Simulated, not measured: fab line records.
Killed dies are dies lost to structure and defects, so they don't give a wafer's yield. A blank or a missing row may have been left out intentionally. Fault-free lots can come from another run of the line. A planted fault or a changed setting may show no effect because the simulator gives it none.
Which tool was responsible? ; flow gf180mcu ; 13 lots with 39 wafers sampled at 4 steps, on a route of 602 steps

== WHAT THE GAUGES READ, wafer by wafer ==
GF_STI_THK_MEAS_02.
lot;measured;on;STI_OXIDATION_THK (nm)
L794;day 1 16:31;film metro-03;9.91 9.82 9.79
L796;day 2 02:31;film metro-03;10.11 9.88 9.90
L797;day 2 07:31;film metro-03;9.74 9.78 9.77
L798;day 2 12:31;film metro-02;10.25 10.22 10.06
L806;day 4 04:32;film metro-01;10.00 10.08 10.10
L808;day 4 14:55;film metro-02;10.12 10.29 10.17
L810;day 5 00:57;film metro-01;9.95 10.03 10.05
L811;day 5 06:07;film metro-02;9.89 10.00 9.98
L812;day 5 10:31;film metro-01;9.90 9.96 9.99
L813;day 5 15:32;film metro-01;10.09 10.17 10.12
L814;day 5 20:31;film metro-02;9.85 9.95 9.84
L815;day 6 01:34;film metro-01;9.48 9.66 9.69
L816;day 6 06:31;film metro-03;10.06 10.02 9.88

GF_M1_RS_MEAS_05: measures by four-point-probe.
lot;measured;on;M1_ALCU_RS (ohm/sq)
L794;day 16 06:55;film metro-01;0.0708 0.0707 0.0707
L796;day 17 07:54;film metro-01;0.0698 0.0695 0.0698
L797;day 17 18:59;film metro-03;0.0692 0.0688 0.0685
L798;day 18 00:50;film metro-01;0.0698 0.0698 0.0699
L806;day 21 04:16;film metro-01;0.0698 0.0701 0.0698
L808;day 21 17:50;film metro-01;0.0685 0.0689 0.0689
L810;day 22 08:23;film metro-04;0.0685 0.0681 0.0680
L811;day 22 14:50;film metro-01;0.0690 0.0691 0.0694
L812;day 22 21:46;film metro-04;0.0711 0.0714 0.0716
L813;day 23 07:38;film metro-04;0.0690 0.0685 0.0696
L814;day 23 18:58;film metro-03;0.0681 0.0686 0.0686
L815;day 24 01:26;film metro-04;0.0706 0.0708 0.0706
L816;day 24 06:20;film metro-01;0.0685 0.0695 0.0692

GF_V1_BOW_MEAS_05.
lot;measured;on;V1_BOW (um)
L794;day 17 06:54;film metro-02;95 71 69
L796;day 18 08:35;film metro-02;86 79 83
L797;day 18 20:16;film metro-02;67 80 84
L798;day 19 02:10;film metro-01;85 84 93
L806;day 22 05:31;film metro-03;70 101 72
L808;day 22 18:48;film metro-01;86 88 91
L810;day 23 08:20;film metro-03;75 82 75
L811;day 23 14:50;film metro-03;77 64 91
L812;day 23 21:37;film metro-02;79 68 81
L813;day 24 07:15;film metro-03;87 85 87
L814;day 24 18:14;film metro-03;89 89 95
L815;day 25 00:43;film metro-03;82 89 82
L816;day 25 04:42;film metro-01;79 83 79

== EACH LOT AND THE TOOL THAT RAN IT (in order: tool; ch and the chambers of the sampled wafers; start) ==
lot;GF_LVPWELL_EXPOSE_04
L794;iline stepper-01 ch 0, day 3 19:34
L796;iline stepper-02 ch 0, day 4 06:43
L797;iline stepper-01 ch 0, day 4 11:31
L798;iline stepper-02 ch 0, day 4 18:57
L806;iline stepper-01 ch 0, day 6 13:52
L808;iline stepper-02 ch 0, day 7 01:52
L810;iline stepper-02 ch 0, day 7 11:47
L811;iline stepper-02 ch 0, day 7 18:22
L812;iline stepper-02 ch 0, day 8 00:22
L813;iline stepper-01 ch 0, day 8 04:59
L814;iline stepper-01 ch 0, day 8 15:56
L815;iline stepper-02 ch 0, day 8 18:02
L816;iline stepper-01 ch 0, day 8 23:49
- GF_LVPWELL_EXPOSE_04: exposes mask LVPWELL, target cd 600 nm.

== WHAT THE TOOLS THEMSELVES READ (means of the sampled wafers that have a number; where no wafer has one, the mark that the record gives instead) ==
GF_LVPWELL_EXPOSE_04.
lot;tool;stage vel mm s (mm/s)
L794;iline stepper-01;500.40
L796;iline stepper-02;500.06
L797;iline stepper-01;500.18
L798;iline stepper-02;499.75
L806;iline stepper-01;500.01
L808;iline stepper-02;500.31
L810;iline stepper-02;499.60
L811;iline stepper-02;499.72
L812;iline stepper-02;500.08
L813;iline stepper-01;499.89
L814;iline stepper-01;500.08
L815;iline stepper-02;499.94
L816;iline stepper-01;499.74

== THE ANSWER, worked out from the rows above alone ==
Rule: the lots themselves supply what counts as usual. The widest of any qualifying gaps counts: lots, ordered by their means at a reading, are off when they make up no more than a third of the lots, leave a main group of 4 or more, and stand apart from it by 3 or more times the standard deviation of that group's means. A main group is skipped when, at the precision printed for the reading in the tables above, its means are all equal. A lot without any number at a reading at which 4 lots or more have one is off too. The other lots that the step has rows for count as sound. Order of review: gauges by route order, followed by the tools' own readings, for which a lot's mean as printed above is used. The first step at which some lot is off is used, and at that step the reading that is off furthest; a lot without a number counts as furthest.
No lot is off on any of the readings shown, so nothing can be concluded from this.

== WHAT THE SIMULATOR HAD PUT IN ==
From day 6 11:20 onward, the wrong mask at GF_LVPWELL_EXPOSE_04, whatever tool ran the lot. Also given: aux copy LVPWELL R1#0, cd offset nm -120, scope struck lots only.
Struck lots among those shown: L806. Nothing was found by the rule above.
